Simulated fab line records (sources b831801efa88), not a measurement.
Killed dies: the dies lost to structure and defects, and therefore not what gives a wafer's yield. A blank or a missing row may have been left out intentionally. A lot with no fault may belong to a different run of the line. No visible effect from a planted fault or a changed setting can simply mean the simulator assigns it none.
Which tool is to blame?    flow sky130    7 lots (21 wafers sampled), 1 step of a 708-step route

## WHAT THE GAUGES SHOWED, per wafer
SKY_VIA3_THK_MEAS_01.
lot   measured      on             VIA3_HDPCVD_THK (nm)
L308  day 38 22:58  film-metro-02  1599 1621 1638
L310  day 39 13:30  film-metro-01  1626 1664 1612
L313  day 40 10:49  film-metro-04  1635 1663 1609
L318  day 42 07:37  film-metro-04  1617 1619 1616
L323  day 43 15:40  film-metro-01  1631 1630 1652
L325  day 43 21:39  film-metro-02  1633 1636 1642
L330  day 45 05:32  film-metro-02  1639 1670 1636

## WHICH TOOL RAN EACH LOT (tool, then ch and the chambers of the sampled wafers, then the start)
The record holds no process step before these readings.

## THE ANSWER, worked out from the rows above alone
Rule: what is usual is taken from the lots themselves. Put in order of their means at a reading, lots are off if they are a third of the lots or fewer, leave a main group of 4 or more, and stand apart from it by a gap of 3 or more times the standard deviation of the main group's means; of several such gaps the widest counts. The tables above print the reading to a certain number of digits; a main group whose means all agree to those digits is not used. A lot without any number at a reading at which 4 lots or more have one is off too. Where the step has rows for the other lots, those lots are counted as sound.
No lot is off at any reading shown: from this, nothing can be told.

## WHAT THE SIMULATOR HAD INSERTED
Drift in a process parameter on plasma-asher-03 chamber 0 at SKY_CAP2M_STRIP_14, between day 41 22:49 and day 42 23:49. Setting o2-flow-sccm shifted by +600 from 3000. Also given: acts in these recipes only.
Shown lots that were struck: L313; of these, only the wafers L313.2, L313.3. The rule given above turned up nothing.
